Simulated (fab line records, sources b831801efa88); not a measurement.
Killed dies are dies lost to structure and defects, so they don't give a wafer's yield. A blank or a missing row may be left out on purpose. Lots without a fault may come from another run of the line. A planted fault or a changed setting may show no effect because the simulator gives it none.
Problem report in the 8D (eight disciplines) form, filled by code | flow sky130 | the parts of the form that need people (team, actions taken, sign-off) are left out

1. THE PROBLEM
killed_at_other at SKY_PAD_OPEN_PROBE_99 reads a mean of 67.2 on 6 wafers of 2 lots; wafers without a fault read 0.4 with a standard deviation of 0.65. That is +99 or more standard deviations from the usual mean.
First seen on wafer L225.1, day 49 06:58, on prober-01. The record holds 18 wafers of 6 lots with a number at this step. Rule for "out", or "out of limits": more than 4 standard deviations from the usual mean. The other wafers with a number count as sound.

2. WHAT IT IS AND WHAT IT IS NOT
question                    | is                                                                                                    | is not
which readings at this step | killed_at_other, defect_limited_yield, killed_dies, sort_bin_3_pad_short, sort_n_pass, sort_yield_pct | killed_at_M4_up, killed_at_contacts, killed_at_front_end, killed_open
which lots                  | L225, L228                                                                                            | L217, L229, L231, L233
which wafers of those lots  | all that have a number                                                                                | -
read on which tools         | prober-01, prober-02                                                                                  | -
when                        | from day 49 06:58                                                                                     | up to then (3 sound wafers); but 9 sound wafers of L229, L231, L233 came after

3. SUSPECTS, AND WHAT RULES EACH OUT
Counting: a tool at a process step up to the reading stays a suspect if it ran every lot that is out and no sound lot after the first of them.
- wet_bench-04 at SKY_CAP2M_CLEAN_16 (cleans in IPA, time 180 s): kept. It ran every lot that is out, first L225 (day 44 21:21), and no sound lot after that.
- plasma_asher-02 at SKY_PAD_OPEN_STRIP_08 (strips in O2/N2): kept. It ran every lot that is out, first L225 (day 49 04:42), and no sound lot after that.
Left after counting: wet_bench-04 at SKY_CAP2M_CLEAN_16, plasma_asher-02 at SKY_PAD_OPEN_STRIP_08.

4. THE CAUSE (what the simulator had put in)
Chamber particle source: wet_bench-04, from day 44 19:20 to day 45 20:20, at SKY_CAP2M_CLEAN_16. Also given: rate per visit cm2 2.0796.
Counting left 2 suspects, and this tool is among them.

5. THE CHAIN OF EFFECTS, in route order
Each row: a reading whose mean over the struck wafers that have a number lies more than 3 standard deviations from the usual. Only readings for which the record gives a usual standard deviation are gone through. hours: the time from each lot's start at the first step in this table that gives one to its start at this step, as a median over the lots. sigmas: the change in usual standard deviations.
hours | step                  | reading              | usual  | on struck wafers | change | sigmas
0     | SKY_PAD_OPEN_PROBE_99 | defect_limited_yield | 82.5 % | 70.5             | -12.0  | -6.3
0     | SKY_PAD_OPEN_PROBE_99 | killed_at_other      | 0.4    | 67.2             | +66.8  | +99 or more
0     | SKY_PAD_OPEN_PROBE_99 | killed_dies          | 86     | 145              | +59    | +6.4
0     | SKY_PAD_OPEN_PROBE_99 | sort_bin_3_pad_short | 0.9 %  | 5.5              | +4.6   | +11
0     | SKY_PAD_OPEN_PROBE_99 | sort_bin_5_function  | 10.4 % | 16.5             | +6.1   | +4.0
0     | SKY_PAD_OPEN_PROBE_99 | sort_n_pass          | 406    | 347              | -59    | -6.4
0     | SKY_PAD_OPEN_PROBE_99 | sort_yield_pct       | 82.5 % | 70.5             | -12.0  | -6.3
The process steps in it:
- SKY_PAD_OPEN_PROBE_99

6. WHAT WOULD HAVE CAUGHT IT SOONER
In this record the first reading out of limits was taken at day 49 06:58, 108 hours after the fault began at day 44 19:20.
All the lots that are out (2) had begun SKY_CAP2M_CLEAN_16 on wet_bench-04 by day 49 06:58. A hold on the tool at that time would have spared none of them.
